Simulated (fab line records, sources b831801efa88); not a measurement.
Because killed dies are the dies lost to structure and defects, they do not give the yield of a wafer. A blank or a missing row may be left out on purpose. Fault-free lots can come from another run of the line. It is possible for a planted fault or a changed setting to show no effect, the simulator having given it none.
Chamber matching || flow sky130 || 3 sister chambers for SKY_VIA1_HDPCVD_00 on hdpcvd-01
The step deposits SiO2, target thk 1030 nm, time 171.7 s. 6 wafers are shown with their chamber, then 8 later ones without.

== WAFERS PAIRED WITH THEIR CHAMBERS ==
{"wafer": "L290.1", "chamber": 2, "susceptor_temp_C (C)": 399.96}
{"wafer": "L290.5", "chamber": 0, "susceptor_temp_C (C)": 399.98}
{"wafer": "L292.4", "chamber": 1, "susceptor_temp_C (C)": 399.79}
{"wafer": "L292.5", "chamber": 0, "susceptor_temp_C (C)": 399.78}
{"wafer": "L292.6", "chamber": 2, "susceptor_temp_C (C)": 399.87}
{"wafer": "L291.1", "chamber": 1, "susceptor_temp_C (C)": 399.71}

== WAFERS WHOSE CHAMBER IS MISSING ==
{"wafer": "L291.2", "susceptor_temp_C (C)": 400.05}
{"wafer": "L291.4", "susceptor_temp_C (C)": 399.84}
{"wafer": "L300.1", "susceptor_temp_C (C)": 399.98}
{"wafer": "L300.2", "susceptor_temp_C (C)": 400.12}
{"wafer": "L300.6", "susceptor_temp_C (C)": 400.30}
{"wafer": "L302.4", "susceptor_temp_C (C)": 399.65}
{"wafer": "L302.5", "susceptor_temp_C (C)": 400.02}
{"wafer": "L302.6", "susceptor_temp_C (C)": 399.87}

== CHAMBER TAKEN BY EACH ==
{"wafer": "L291.2", "from the rows above": "can't be placed: 2 or 0 or 1", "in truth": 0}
{"wafer": "L291.4", "from the rows above": "can't be placed: 0 or 2 or 1", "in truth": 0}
{"wafer": "L300.1", "from the rows above": "can't be placed: 2 or 0 or 1", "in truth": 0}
{"wafer": "L300.2", "from the rows above": "can't be placed: 2 or 0 or 1", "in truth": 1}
{"wafer": "L300.6", "from the rows above": "can't be placed: 2 or 0 or 1", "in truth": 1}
{"wafer": "L302.4", "from the rows above": "can't be placed: 1 or 0 or 2", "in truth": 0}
{"wafer": "L302.5", "from the rows above": "can't be placed: 2 or 0 or 1", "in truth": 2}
{"wafer": "L302.6", "from the rows above": "can't be placed: 0 or 2 or 1", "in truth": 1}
Correctly placed: 0 of 8. Unplaceable from these rows: 8, with the true chamber sitting among the candidates in 8. Wrongly placed: 0.
How it was worked out, from the rows above alone: a wafer's distance from a chamber is the root of the sum, over the readings, of the square of ((its reading less the chamber's mean) divided by the reading's scatter). The wafer belongs to the nearest chamber; if the next one is less than 2 further off, it can't be placed. The mean given for a chamber averages the wafers shown for that chamber. The scatter: take each reading less its chamber's mean, square it, sum over the shown wafers, divide by the number of wafers less the number of chambers, and take the root.
